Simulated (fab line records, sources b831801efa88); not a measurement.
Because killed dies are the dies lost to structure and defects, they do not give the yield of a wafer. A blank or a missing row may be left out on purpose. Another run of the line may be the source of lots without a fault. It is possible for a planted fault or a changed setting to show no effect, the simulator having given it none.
A struck lot beside a sound one | flow sky130 | 16 out of 708 route steps
Sound: these wafers, L874.1, L874.5, L874.6. Struck: wafers L882.1, L882.3, L882.6. The cause is named last.
Each step with rows lists, per side, the tool, then ch with its chambers, then its first start. Under that, the readings that differ: sound wafers | struck wafers | difference of the means | sigmas: that difference in standard deviations of wafers without a fault.
alike: a reading whose means differ by less than 2 such deviations, as well as words and numbers matching on both sides. not compared: withheld readings; readings where some wafer has no value; bounds like >300 that might hide an equal value; numbers whose values overlap and for which the record gives no deviation.
The two part at a step that has a row with sigmas, a row that says differs or no value, or rows on one side only. Non-overlapping numbers with no deviation appear without sigmas and do not part them. Lack of a reading on every wafer of one side parts them only where that side has two or more wafers.

first, 5 steps without rows for these wafers: SKY_POLY_GATE_COAT_08 (resist thk 450 nm); SKY_POLY_GATE_SOFTBAKE_09 (time 90 s); SKY_POLY_GATE_EXPOSE_10 (exposes mask P1M, target cd 150 nm); SKY_POLY_GATE_PEB_11; SKY_POLY_GATE_DEVELOP_12 (develop time 60 s).
SKY_POLY_GATE_CD_MEAS_13: the cd target is 150 nm.
  sound on cdSem-02 at day 18 13:08; struck on cdSem-02 at day 23 00:56
  alike: cdNm
SKY_POLY_GATE_OVL_MEAS_14:
  sound on overlay-02 at day 18 13:15; struck on overlay-02 at day 23 01:03
  alike: POLY_GATE_OVL
SKY_POLY_GATE_ETCH_15: etches BARC in N2/H2, stops on SiO2, time 118.5 s, target depth 110 nm.
  sound on rieDiel-03 ch 0,1,3, day 18 13:17; struck on rieDiel-04 ch 1,2, day 23 01:05
  alike: biasW, drypumpMotorCurrentA, oesProductAu, throttleValvePct
  not compared: rfHoursCounterH
SKY_POLY_GATE_ETCH_16: etches Si3N4 in CH3F/O2, stops on poly-Si, time 147.5 s, target depth 75 nm.
  sound on rieDiel-03 ch 0,1,3, day 18 13:22; struck on rieDiel-04 ch 1,2, day 23 01:10
  alike: biasW, drypumpMotorCurrentA, oesProductAu, throttleValvePct
  not compared: rfHoursCounterH
SKY_POLY_GATE_ETCH_17: etches poly-Si in HBr/Cl2, stops on SiO2, target depth 180 nm, time 70.5 s.
  sound on rieSi-01 ch 0,1,3, day 18 13:28; struck on rieSi-02 ch 1,2,3, day 23 01:16
  alike: biasW, drypumpMotorCurrentA, oesProductAu, throttleValvePct
  not compared: rfHoursCounterH
SKY_POLY_GATE_STRIP_18: strips in O2/N2.
  sound on plasmaAsher-03 ch 0,1, day 18 13:31; struck on plasmaAsher-03 ch 0,1, day 23 01:19
  alike: drypumpMotorCurrentA, oesProductAu, stripTimeToEndpointS
  not compared: rfHoursCounterH
then, 1 step without rows for these wafers: SKY_POLY_GATE_CLEAN_19 (cleans in SC1/SC2, time 150 s).
SKY_POLY_GATE_OXIDATION_20: stabilise 600 s, purge 300 s, target thk 4 nm.
  sound on furnace-01 ch 0, day 18 14:41; struck on furnace-02 ch 0, day 23 02:12
reading                                         | sound             | struck               | difference | sigmas
spikeTcBottomC (C)                              | 869.4 870.1 870.4 | 882.0 880.7 880.7    | +11.2      | +6
spikeTcCentreC (C)                              | 849.1 850.5 851.3 | 861.8 863.0 861.6    | +11.8      | +7
spikeTcLowerC (C)                               | 850.2 851.1 850.1 | 863.2 862.9 863.5    | +12.7      | +12
spikeTcTopC (C)                                 | 861.4 861.5 864.8 | 874.9 872.8 873.8    | +11.3      | +6
spikeTcUpperC (C)                               | 850.9 850.8 849.3 | 864.6 865.5 864.3    | +14.5      | +11
tubeCenterTempC (C)                             | 849.9 850.13 850  | 864.03 864.11 864.02 | +14.04     | +99 or more
tube_center_temp_C_max                          | 851.8 852.6 851.9 | 866.5 866.0 865.7    | +14.0      | +36
zonePowerTopPct (%)                             | 37.0 37.0 36.9    | 38.4 38.2 38.6       | +1.4       | +4
model.SiO2_of_POLY_GATE_OXIDATION_20.thkNm (nm) | 4.015 4.018 3.982 | 4.726 4.794 4.689    | +0.731     | 
SKY_POLY_GATE_THK_MEAS_21:
  sound on filmMetro-02 at day 18 15:56; struck on filmMetro-04 at day 23 03:27
reading                      | sound          | struck         | difference | sigmas
POLY_GATE_OXIDATION_THK (nm) | 3.99 4.00 3.96 | 4.66 4.76 4.67 | +0.71      | +10
SKY_POLY_GATE_CD_MEAS_22:
  sound on cdSem-01 at day 18 16:00; struck on cdSem-02 at day 23 03:41
  alike: cdNm
-- here the record skips 27 days between the struck wafers' starts before and after, leaving off in module POLY_GATE and picking up in module PAD_OPEN (first step shown: number 708 of the route) --
SKY_PAD_OPEN_PROBE_99:
  sound on prober-01 at day 47 07:21; struck on prober-01 at day 50 06:04
reading                      | sound             | struck            | difference | sigmas
model.etest.tipP.rsOhmSq     | 6917 6805 6792    | 7125 7176 7097    | +295       | 
model.etest.tipN.rsOhmSq     | 439.8 440.2 438.9 | 457.7 457 456.2   | +17.3      | 
model.etest.resPdiff.rsOhmSq | 196.2 198.2 196.7 | 195.3 195.4 194.8 | -1.9       | 
  alike: killed_at_M0_to_M3, killed_at_M4_up, killedAtContacts, killedAtFrontEnd, killedAtOther, killedDies, killedOpen, killedShort
  not compared: model.etest.tipSonos.rsOhmSq

WHERE THEY PART
First at SKY_POLY_GATE_OXIDATION_20; last, within this record, at SKY_POLY_GATE_THK_MEAS_21. Later steps at which nothing parts them and some readings are alike: SKY_POLY_GATE_CD_MEAS_22, SKY_PAD_OPEN_PROBE_99.

WHY: what had been put in by the simulator
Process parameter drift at SKY_POLY_GATE_OXIDATION_20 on furnace-02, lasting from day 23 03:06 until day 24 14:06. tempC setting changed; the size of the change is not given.
